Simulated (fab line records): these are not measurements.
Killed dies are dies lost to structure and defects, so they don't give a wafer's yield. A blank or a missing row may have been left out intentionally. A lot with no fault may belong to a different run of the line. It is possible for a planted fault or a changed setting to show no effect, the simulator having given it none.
fab line records + flow gf180mcu
record:
- lots: 12
- wafers: 36
- last_day: 34
route steps=602 shown MVPSD@82 V2@404 V4@492 TOP_METAL@568
lots that met no fault: from a run of the same line without faults
start_h: hours from the record's opening day to when the first of the lot's shown wafers began + wait_h: hours from the lot's prior step to this one + " same as the row above + L1.1+2: a row that stands for several wafers + - no value, or no start given + * or withheld: withheld + < > ~ a bound
route shown NAME@n: names a module that has steps shown in the file, with the first one's number in the route + usual: the fault-free wafers' mean and standard deviation + same: alike in all rows + chamber/n: place in a boat + sites: per-site readings + _std_site: the standard deviation of these + _edge_site: the outer-site mean with the inner-site mean subtracted + radius_mm: how far each site lies from the wafer's centre + mask NAME#n: copy n + behind: the tool/chamber that last shaped the wafer + hold: why the lot went on hold/how many hours it stayed there/how the hold came to an end + device: which transistor (n, p or np) failed to switch + end of line: the route-end tests of the same wafers + a step with no rows: only its recipe + killed: count of dies lost to structure and defects at first sort (not the wafer's yield) + map: a wafer's dies, marking killed ones x, the rest . and places with no die _
set.NAME: the setting the step ran with; set.NAME@STEP: the setting that earlier step ran with + model.NAME: the simulator's own value behind a step, which no gauge read
one table for each step of the route and one row for each wafer, over a sample of lots
services: from which hour (start_h, from the record's first day; less than 0 if before it) a tool's chamber was out of use, for how many hours, and why
== steps ==
step: GF_MVPSD_EXPOSE_04
recipe:
- mask_id: MVPSD
- target_cd_nm: 1000
- na: 0.6
- source_shape: conventional
- sigma_outer: 0.6
- dose_mj: 260
usual:
- reticle_temp_C: 22.99/0.12
| lot.wafer | tool             | chamber | start_h | wait_h | mask      | reticle_temp_C |
|-----------|------------------|---------|---------|--------|-----------|----------------|
| L141.1    | iline_stepper-02 | 0       | 108.47  | -      | MVPSD#0   | 22.94          |
| L141.2    | "                | 0       | "       | "      | MVPSD#0   | 22.85          |
| L141.5    | "                | 0       | "       | "      | MVPSD#0   | 22.97          |
| L142.2    | iline_stepper-02 | 0       | 117.50  | -      | MVPSD#0   | 22.94          |
| L142.3    | "                | 0       | "       | "      | MVPSD#0   | 22.85          |
| L142.5    | "                | 0       | "       | "      | MVPSD#0   | 22.86          |
| L144.3    | iline_stepper-02 | 0       | 127.35  | -      | MVPSD#0   | 22.91          |
| L144.4    | "                | 0       | "       | "      | MVPSD#0   | 23.07          |
| L144.6    | "                | 0       | "       | "      | MVPSD#0   | 23.04          |
| L145.1    | iline_stepper-01 | 0       | 133.46  | -      | MVPSD#0   | 22.90          |
| L145.3    | "                | 0       | "       | "      | MVPSD#0   | 23.03          |
| L145.5    | "                | 0       | "       | "      | MVPSD#0   | 23.04          |
| L146.1    | iline_stepper-02 | 0       | 139.67  | -      | MVPSD#0   | 22.85          |
| L146.2    | "                | 0       | "       | "      | MVPSD#0   | 22.67          |
| L146.4    | "                | 0       | "       | "      | MVPSD#0   | 22.71          |
| L147.2    | iline_stepper-01 | 0       | 145.58  | -      | MVPSD#0   | 22.89          |
| L147.3    | "                | 0       | "       | "      | MVPSD#0   | 23.11          |
| L147.4    | "                | 0       | "       | "      | MVPSD#0   | 23.06          |
| L152.1    | iline_stepper-02 | 0       | 173.00  | -      | LVPWELL#0 | 22.88          |
| L152.3    | "                | 0       | "       | "      | LVPWELL#0 | 22.94          |
| L152.4    | "                | 0       | "       | "      | LVPWELL#0 | 22.98          |
| L154.2    | iline_stepper-02 | 0       | 185.01  | -      | MVPSD#0   | 23.00          |
| L154.5    | "                | 0       | "       | "      | MVPSD#0   | 23.11          |
| L154.6    | "                | 0       | "       | "      | MVPSD#0   | 23.15          |
| L156.4    | iline_stepper-02 | 0       | 196.84  | -      | MVPSD#0   | 22.90          |
| L156.5    | "                | 0       | "       | "      | MVPSD#0   | 22.90          |
| L156.6    | "                | 0       | "       | "      | MVPSD#0   | 22.92          |
| L157.2    | iline_stepper-02 | 0       | 204.10  | -      | MVPSD#0   | 23.01          |
| L157.3    | "                | 0       | "       | "      | MVPSD#0   | 22.87          |
| L157.6    | "                | 0       | "       | "      | MVPSD#0   | 22.90          |
| L158.1    | iline_stepper-01 | 0       | 210.99  | -      | MVPSD#0   | 22.90          |
| L158.3    | "                | 0       | "       | "      | MVPSD#0   | 22.99          |
| L158.5    | "                | 0       | "       | "      | MVPSD#0   | 22.92          |
| L159.2    | iline_stepper-02 | 0       | 218.14  | -      | MVPSD#0   | 23.02          |
| L159.3    | "                | 0       | "       | "      | MVPSD#0   | 23.01          |
| L159.6    | "                | 0       | "       | "      | MVPSD#0   | 22.98          |
step: GF_MVPSD_OVL_MEAS_07
usual:
- MVPSD_OVL: 0.0/1.3
| lot.wafer | tool       | chamber | start_h | wait_h | MVPSD_OVL[nm] |
|-----------|------------|---------|---------|--------|---------------|
| L141.1    | overlay-01 | -       | 115.65  | -      | -1.1          |
| L141.2    | "          | -       | "       | "      | -2.7          |
| L141.5    | "          | -       | "       | "      | -1.8          |
| L142.2    | overlay-02 | -       | 124.61  | -      | -2.1          |
| L142.3    | "          | -       | "       | "      | -2.5          |
| L142.5    | "          | -       | "       | "      | -2.2          |
| L144.3    | overlay-02 | -       | 134.94  | -      | 0.7           |
| L144.4    | "          | -       | "       | "      | 0.6           |
| L144.6    | "          | -       | "       | "      | 1.3           |
| L145.1    | overlay-02 | -       | 140.16  | -      | -0.2          |
| L145.3    | "          | -       | "       | "      | -1.0          |
| L145.5    | "          | -       | "       | "      | -0.4          |
| L146.1    | overlay-02 | -       | 147.03  | -      | 0.2           |
| L146.2    | "          | -       | "       | "      | 0.0           |
| L146.4    | "          | -       | "       | "      | -0.4          |
| L147.2    | overlay-01 | -       | 152.42  | -      | -0.3          |
| L147.3    | "          | -       | "       | "      | -0.3          |
| L147.4    | "          | -       | "       | "      | -1.9          |
| L152.1    | overlay-02 | -       | 181.20  | -      | -             |
| L152.3    | "          | -       | "       | "      | -             |
| L152.4    | "          | -       | "       | "      | -             |
| L154.2    | overlay-01 | -       | 193.32  | -      | 1.7           |
| L154.5    | "          | -       | "       | "      | 2.3           |
| L154.6    | "          | -       | "       | "      | 2.1           |
| L156.4    | overlay-01 | -       | 205.48  | -      | 1.5           |
| L156.5    | "          | -       | "       | "      | 0.7           |
| L156.6    | "          | -       | "       | "      | 0.0           |
| L157.2    | overlay-02 | -       | 213.05  | -      | -0.3          |
| L157.3    | "          | -       | "       | "      | 0.7           |
| L157.6    | "          | -       | "       | "      | 0.1           |
| L158.1    | overlay-02 | -       | 220.06  | -      | -0.4          |
| L158.3    | "          | -       | "       | "      | -0.4          |
| L158.5    | "          | -       | "       | "      | -0.4          |
| L159.2    | overlay-02 | -       | 227.29  | -      | -0.3          |
| L159.3    | "          | -       | "       | "      | -0.2          |
| L159.6    | "          | -       | "       | "      | 0.3           |
step: GF_MVPSD_TW_MEAS_11
usual:
- MVPSD_TW: 555/3.6
| lot.wafer | tool          | chamber | start_h | wait_h | hold                     | MVPSD_TW |
|-----------|---------------|---------|---------|--------|--------------------------|----------|
| L141.1    | film_metro-02 | -       | 116.09  | 0.1    | -                        | 554      |
| L141.2    | "             | -       | "       | "      | -                        | 555      |
| L141.5    | "             | -       | "       | "      | -                        | 552      |
| L142.2    | film_metro-04 | -       | 125.05  | 0.1    | -                        | 556      |
| L142.3    | "             | -       | "       | "      | -                        | 559      |
| L142.5    | "             | -       | "       | "      | -                        | 558      |
| L144.3    | film_metro-02 | -       | 135.39  | 0.1    | -                        | 552      |
| L144.4    | "             | -       | "       | "      | -                        | 553      |
| L144.6    | "             | -       | "       | "      | -                        | 553      |
| L145.1    | film_metro-04 | -       | 140.60  | 0.1    | -                        | 560      |
| L145.3    | "             | -       | "       | "      | -                        | 557      |
| L145.5    | "             | -       | "       | "      | -                        | 555      |
| L146.1    | film_metro-04 | -       | 147.47  | 0.1    | -                        | 559      |
| L146.2    | "             | -       | "       | "      | -                        | 559      |
| L146.4    | "             | -       | "       | "      | -                        | 562      |
| L147.2    | film_metro-02 | -       | 152.86  | 0.1    | -                        | 555      |
| L147.3    | "             | -       | "       | "      | -                        | 552      |
| L147.4    | "             | -       | "       | "      | -                        | 553      |
| L152.1    | film_metro-02 | -       | 181.63  | 0.1    | await_dispo/0.2h/release | 30       |
| L152.3    | "             | -       | "       | "      | await_dispo/0.2h/release | 30       |
| L152.4    | "             | -       | "       | "      | await_dispo/0.2h/release | 30       |
| L152.1    | film_metro-02 | -       | 181.86  | 0.2    | -                        | 30       |
| L152.3    | "             | -       | "       | "      | -                        | 30       |
| L152.4    | "             | -       | "       | "      | -                        | 30       |
| L154.2    | film_metro-03 | -       | 193.76  | 0.1    | -                        | 549      |
| L154.5    | "             | -       | "       | "      | -                        | 550      |
| L154.6    | "             | -       | "       | "      | -                        | 551      |
| L156.4    | film_metro-02 | -       | 205.93  | 0.1    | -                        | 552      |
| L156.5    | "             | -       | "       | "      | -                        | 555      |
| L156.6    | "             | -       | "       | "      | -                        | 559      |
| L157.2    | film_metro-04 | -       | 213.49  | 0.1    | -                        | 556      |
| L157.3    | "             | -       | "       | "      | -                        | 556      |
| L157.6    | "             | -       | "       | "      | -                        | 559      |
| L158.1    | film_metro-02 | -       | 220.50  | 0.1    | -                        | 551      |
| L158.3    | "             | -       | "       | "      | -                        | 555      |
| L158.5    | "             | -       | "       | "      | -                        | 554      |
| L159.2    | film_metro-02 | -       | 227.73  | 0.1    | -                        | 556      |
| L159.3    | "             | -       | "       | "      | -                        | 555      |
| L159.6    | "             | -       | "       | "      | -                        | 555      |
step: GF_V2_SPUTTER_22
recipe:
- material: TiN
- target_thk_nm: 10
- chamber_pressure_pa: 5
- power_w: 4000
- time_s: 40
usual:
- throttle_valve_pct: 29.9/0.69
| lot.wafer | tool           | chamber | start_h | wait_h | throttle_valve_pct |
|-----------|----------------|---------|---------|--------|--------------------|
| L141.1    | pvd_sputter-02 | -       | 488.21  | 0.0    | 29.5               |
| L141.2    | "              | -       | "       | "      | 29.3               |
| L141.5    | "              | -       | "       | "      | 29.9               |
| L142.2    | pvd_sputter-01 | -       | 511.30  | 0.0    | 29.1               |
| L142.3    | "              | -       | "       | "      | 30.6               |
| L142.5    | "              | -       | "       | "      | 29.4               |
| L144.3    | pvd_sputter-02 | -       | 526.00  | 0.0    | 29.6               |
| L144.4    | "              | -       | "       | "      | 29.7               |
| L144.6    | "              | -       | "       | "      | 29.6               |
| L146.1    | pvd_sputter-03 | -       | 548.79  | 0.0    | 28.7               |
| L146.2    | "              | -       | "       | "      | 30.4               |
| L146.4    | "              | -       | "       | "      | 30.8               |
| L145.1    | pvd_sputter-01 | -       | 549.13  | 0.0    | 30.5               |
| L145.3    | "              | -       | "       | "      | 29.4               |
| L145.5    | "              | -       | "       | "      | 30.4               |
| L147.2    | pvd_sputter-03 | -       | 569.40  | 0.0    | 30.5               |
| L147.3    | "              | -       | "       | "      | 28.8               |
| L147.4    | "              | -       | "       | "      | 30.4               |
| L154.2    | pvd_sputter-03 | -       | 610.26  | 0.0    | 31.2               |
| L154.5    | "              | -       | "       | "      | 30.2               |
| L154.6    | "              | -       | "       | "      | 30.6               |
| L156.4    | pvd_sputter-01 | -       | 616.59  | 0.0    | 30.5               |
| L156.5    | "              | -       | "       | "      | 29.3               |
| L156.6    | "              | -       | "       | "      | 29.1               |
| L157.2    | pvd_sputter-01 | -       | 625.25  | 0.0    | 29.0               |
| L157.3    | "              | -       | "       | "      | 30.8               |
| L157.6    | "              | -       | "       | "      | 29.5               |
| L158.1    | pvd_sputter-02 | -       | 630.94  | 0.0    | 29.9               |
| L158.3    | "              | -       | "       | "      | 29.7               |
| L158.5    | "              | -       | "       | "      | 29.5               |
| L159.2    | pvd_sputter-02 | -       | 637.93  | 0.0    | 29.4               |
| L159.3    | "              | -       | "       | "      | 30.1               |
| L159.6    | "              | -       | "       | "      | 29.4               |
step: GF_V4_ETCH_16
recipe:
- chemistry: N2/H2
- target_depth_a: withheld
- overetch_a: withheld
- time_s: withheld
- target: BARC
- ion_energy_ev: 200
- source_w: 500
- bias_w: 100
- pressure_mtorr: 30
- n2_flow_sccm: 100
- h2_flow_sccm: 200
usual:
- drypump_motor_current_A: 5.9/0.49
- oes_product_au: 0.855/0.0053
- throttle_valve_pct: 13.224/0.0087
| lot.wafer | tool        | chamber | start_h | wait_h | drypump_motor_current_A | oes_product_au | throttle_valve_pct |
|-----------|-------------|---------|---------|--------|-------------------------|----------------|--------------------|
| L141.1    | rie_diel-03 | 0       | 584.21  | 0.0    | 6.2                     | 0.860          | 13.214             |
| L141.2    | "           | 3       | "       | "      | 6.4                     | 0.863          | 13.231             |
| L141.5    | "           | 1       | "       | "      | 5.1                     | 0.851          | 13.224             |
| L142.2    | rie_diel-02 | 3       | 604.65  | 0.0    | 6.0                     | 0.847          | 13.232             |
| L142.3    | "           | 1       | "       | "      | 6.4                     | 0.857          | 13.229             |
| L142.5    | "           | 2       | "       | "      | 5.1                     | 0.848          | 13.228             |
| L144.3    | rie_diel-03 | 3       | 617.91  | 0.0    | 6.3                     | 0.861          | 13.222             |
| L144.4    | "           | 1       | "       | "      | 5.1                     | 0.855          | 13.224             |
| L144.6    | "           | 3       | "       | "      | 6.4                     | 0.851          | 13.221             |
| L146.1    | rie_diel-01 | 3       | 638.05  | 0.0    | 6.4                     | 0.854          | 13.219             |
| L146.2    | "           | 0       | "       | "      | 6.2                     | 0.847          | 13.225             |
| L146.4    | "           | 2       | "       | "      | 5.4                     | 0.854          | 13.228             |
| L145.1    | rie_diel-02 | 0       | 638.46  | 0.0    | 5.5                     | 0.854          | 13.230             |
| L145.3    | "           | 2       | "       | "      | 5.1                     | 0.854          | 13.239             |
| L145.5    | "           | 2       | "       | "      | 5.1                     | 0.854          | 13.233             |
| L147.2    | rie_diel-03 | 2       | 656.08  | 0.0    | 5.8                     | 0.856          | 13.237             |
| L147.3    | "           | 1       | "       | "      | 5.1                     | 0.853          | 13.225             |
| L147.4    | "           | 0       | "       | "      | 6.2                     | 0.865          | 13.218             |
| L154.2    | rie_diel-02 | 3       | 694.28  | 0.0    | 5.9                     | 0.870          | 13.221             |
| L154.5    | "           | 2       | "       | "      | 5.1                     | 0.852          | 13.219             |
| L154.6    | "           | 1       | "       | "      | 6.4                     | 0.861          | 13.242             |
| L156.4    | rie_diel-03 | 0       | 699.05  | 0.0    | 6.2                     | 0.849          | 13.230             |
| L156.5    | "           | 2       | "       | "      | 5.8                     | 0.848          | 13.221             |
| L156.6    | "           | 1       | "       | "      | 5.1                     | 0.856          | 13.226             |
| L157.2    | rie_diel-01 | 3       | 708.16  | 0.0    | 6.5                     | 0.851          | 13.219             |
| L157.3    | "           | 0       | "       | "      | 6.2                     | 0.853          | 13.206             |
| L157.6    | "           | 2       | "       | "      | 5.3                     | 0.860          | 13.216             |
| L158.1    | rie_diel-03 | 2       | 713.10  | 0.0    | 5.8                     | 0.851          | 13.239             |
| L158.3    | "           | 1       | "       | "      | 5.1                     | 0.853          | 13.227             |
| L158.5    | "           | 3       | "       | "      | 6.4                     | 0.847          | 13.226             |
| L159.2    | rie_diel-03 | 0       | 719.71  | 0.0    | 6.2                     | 0.842          | 13.214             |
| L159.3    | "           | 3       | "       | "      | 6.4                     | 0.855          | 13.225             |
| L159.6    | "           | 3       | "       | "      | 6.4                     | 0.853          | 13.233             |
step: GF_TOP_METAL_SPUTTER_01
recipe:
- material: TiN
- target_thk_nm: 30
- power_w: 6500
- time_s: 25
- chamber_pressure_pa: 0.4
usual:
- throttle_valve_pct: 29.7/0.7
| lot.wafer | tool           | chamber | start_h | wait_h | throttle_valve_pct |
|-----------|----------------|---------|---------|--------|--------------------|
| L141.1    | pvd_sputter-03 | -       | 649.47  | 0.1    | 31.0               |
| L141.2    | "              | -       | "       | "      | 30.5               |
| L141.5    | "              | -       | "       | "      | 28.7               |
| L142.2    | pvd_sputter-02 | -       | 669.28  | 0.1    | 29.2               |
| L142.3    | "              | -       | "       | "      | 29.7               |
| L142.5    | "              | -       | "       | "      | 29.5               |
| L144.3    | pvd_sputter-04 | -       | 682.54  | 0.1    | 29.4               |
| L144.4    | "              | -       | "       | "      | 29.8               |
| L144.6    | "              | -       | "       | "      | 29.5               |
| L146.1    | pvd_sputter-03 | -       | 701.05  | 0.1    | 28.7               |
| L146.2    | "              | -       | "       | "      | 30.4               |
| L146.4    | "              | -       | "       | "      | 31.2               |
| L145.1    | pvd_sputter-02 | -       | 701.95  | 0.1    | 29.2               |
| L145.3    | "              | -       | "       | "      | 29.6               |
| L145.5    | "              | -       | "       | "      | 29.9               |
| L147.2    | pvd_sputter-02 | -       | 718.09  | 0.1    | 30.0               |
| L147.3    | "              | -       | "       | "      | 29.2               |
| L147.4    | "              | -       | "       | "      | 29.4               |
| L154.2    | pvd_sputter-03 | -       | 751.77  | 0.1    | 30.1               |
| L154.5    | "              | -       | "       | "      | 29.9               |
| L154.6    | "              | -       | "       | "      | 30.1               |
| L156.4    | pvd_sputter-03 | -       | 758.49  | 0.0    | 30.2               |
| L156.5    | "              | -       | "       | "      | 28.7               |
| L156.6    | "              | -       | "       | "      | 31.2               |
| L157.2    | pvd_sputter-03 | -       | 764.89  | 0.1    | 31.0               |
| L157.3    | "              | -       | "       | "      | 30.1               |
| L157.6    | "              | -       | "       | "      | 28.5               |
| L158.1    | pvd_sputter-03 | -       | 771.01  | 0.1    | 28.8               |
| L158.3    | "              | -       | "       | "      | 30.5               |
| L158.5    | "              | -       | "       | "      | 30.2               |
| L159.2    | pvd_sputter-03 | -       | 776.12  | 0.1    | 30.2               |
| L159.3    | "              | -       | "       | "      | 30.4               |
| L159.6    | "              | -       | "       | "      | 30.4               |
== services ==
| tool             | chamber | start_h | hours | kind   |
|------------------|---------|---------|-------|--------|
| iline_stepper-02 | -       | 85.37   | 2.8   | repair |
| pvd_sputter-03   | -       | 122.27  | 2.7   | repair |
| pvd_sputter-02   | -       | 159.75  | 3.1   | repair |
| rie_diel-03      | -       | 197.33  | 0.3   | repair |
| rie_diel-03      | 0       | 213.10  | 2.9   | repair |
| pvd_sputter-02   | -       | 224.68  | 1.3   | repair |
| rie_diel-03      | 0       | 263.17  | 1.9   | repair |
| rie_diel-03      | 1       | 289.57  | 6.7   | repair |
| iline_stepper-02 | -       | 290.60  | 1.7   | pm     |
| iline_stepper-02 | -       | 301.41  | 0.7   | repair |
| pvd_sputter-02   | -       | 327.51  | 4.7   | repair |
| rie_diel-03      | -       | 335.25  | 2.1   | repair |
| iline_stepper-02 | -       | 344.11  | 2.1   | pm     |
| pvd_sputter-03   | -       | 407.33  | 0.7   | repair |
| pvd_sputter-03   | -       | 424.70  | 9.0   | repair |
| pvd_sputter-03   | -       | 490.28  | 3.2   | repair |
| iline_stepper-02 | -       | 508.78  | 1.7   | pm     |
| pvd_sputter-02   | -       | 557.11  | 1.6   | repair |
| iline_stepper-02 | -       | 580.80  | 8.9   | pm     |
| iline_stepper-02 | -       | 608.68  | 8.3   | repair |
| pvd_sputter-03   | -       | 617.83  | 21.7  | repair |
| pvd_sputter-02   | -       | 647.12  | 3.4   | repair |
| iline_stepper-02 | -       | 655.79  | 12.8  | repair |
| iline_stepper-02 | -       | 727.02  | 1.7   | pm     |
== key ==
first_sign:
- step: GF_MVPSD_EXPOSE_04
- reading: mask
- direction: changed
effect:
- step: GF_MVPSD_OVL_MEAS_07
- reading: MVPSD_OVL
- direction: missing
effect:
- step: GF_MVPSD_TW_MEAS_11
- reading: visit
- direction: added
effect:
- step: GF_MVPSD_TW_MEAS_11
- reading: MVPSD_TW
- direction: down
- sigmas: 99+
- usual: 555
- struck: 30
met_at GF_MVPSD_EXPOSE_04
struck_lots L152
scrapped_behind GF_MVPSD_TW_MEAS_11 L152.1,L152.3,L152.4
not_acting_at GF_V2_SPUTTER_22,GF_V4_ETCH_16,GF_TOP_METAL_SPUTTER_01
onset_between 139.67 173.00
fault:
- kind: wrong_mask
- tool: any
- chamber: -
- onset_h: 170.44
- steps: GF_MVPSD_EXPOSE_04
- aux_copy: LVPWELL#0
- scope: struck_lots_only
